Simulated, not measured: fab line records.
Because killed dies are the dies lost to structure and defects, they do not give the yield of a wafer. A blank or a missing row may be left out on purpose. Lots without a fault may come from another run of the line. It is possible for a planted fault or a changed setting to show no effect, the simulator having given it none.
Chamber matching | flow gf180mcu | GF_MIM_CVD_05 on pecvd-02 has 3 sister chambers
The step deposits Si3N4, target thk 42 nm, time 29.086 s. 22 wafers are shown with their chamber, then 11 later ones without.

== EACH WAFER AND ITS CHAMBER ==
wafer  | chamber | heater_power_w (W)
L074.1 | 1       | 562
L074.4 | 0       | 599
L074.5 | 1       | 565
L077.2 | 0       | 600
L077.3 | 2       | 700
L077.5 | 1       | 688
L079.1 | 1       | 712
L079.2 | 0       | 519
L079.3 | 2       | 609
L081.1 | 2       | 615
L081.3 | 0       | 580
L081.5 | 1       | 683
L085.1 | 2       | 560
L085.2 | 0       | 604
L085.3 | 1       | 659
L085.4 | 0       | 601
L085.5 | 2       | 589
L085.6 | 1       | 653
L092.1 | 0       | 588
L092.3 | 1       | 616
L092.6 | 0       | 602
L095.1 | 1       | 619

SIGNATURES (means of the wafers above)
reading        | chamber 0 | chamber 1 | chamber 2 | scatter within a chamber
heater_power_w | 586.62    | 639.67    | 614.60    | 45.5
Rule: distance of a wafer from a chamber = root of the sum over the readings of ((wafer's reading minus chamber's mean) / reading's scatter) squared. If the next closest chamber is less than 2 further off than the closest, the wafer can't be placed; otherwise it belongs to the closest. The scatter: the root of (the sum of the squares of (reading less its chamber's mean) over the shown wafers, divided by (wafers less chambers)).

== WAFERS WITHOUT THEIR CHAMBER ==
wafer  | heater_power_w (W)
L095.2 | 686
L095.3 | 518
L095.4 | 622
L095.5 | 524
L095.6 | 690
L096.3 | 604
L096.5 | 571
L096.6 | 610
L097.2 | 708
L097.4 | 702
L097.5 | 544

== CHAMBER TAKEN BY EACH ==
wafer  | from the rows above          | in truth
L095.2 | can't be placed: 1 or 2 or 0 | 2
L095.3 | can't be placed: 0 or 2 or 1 | 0
L095.4 | can't be placed: 2 or 1 or 0 | 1
L095.5 | can't be placed: 0 or 2 or 1 | 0
L095.6 | can't be placed: 1 or 2 or 0 | 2
L096.3 | can't be placed: 2 or 0 or 1 | 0
L096.5 | can't be placed: 0 or 2 or 1 | 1
L096.6 | can't be placed: 2 or 0 or 1 | 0
L097.2 | can't be placed: 1 or 2 or 0 | 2
L097.4 | can't be placed: 1 or 2 or 0 | 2
L097.5 | can't be placed: 0 or 2 or 1 | 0
Correct placement for 0 of the 11. Unplaceable from these rows: 11, with the true chamber sitting among the candidates in 11. Placed wrongly: 0.
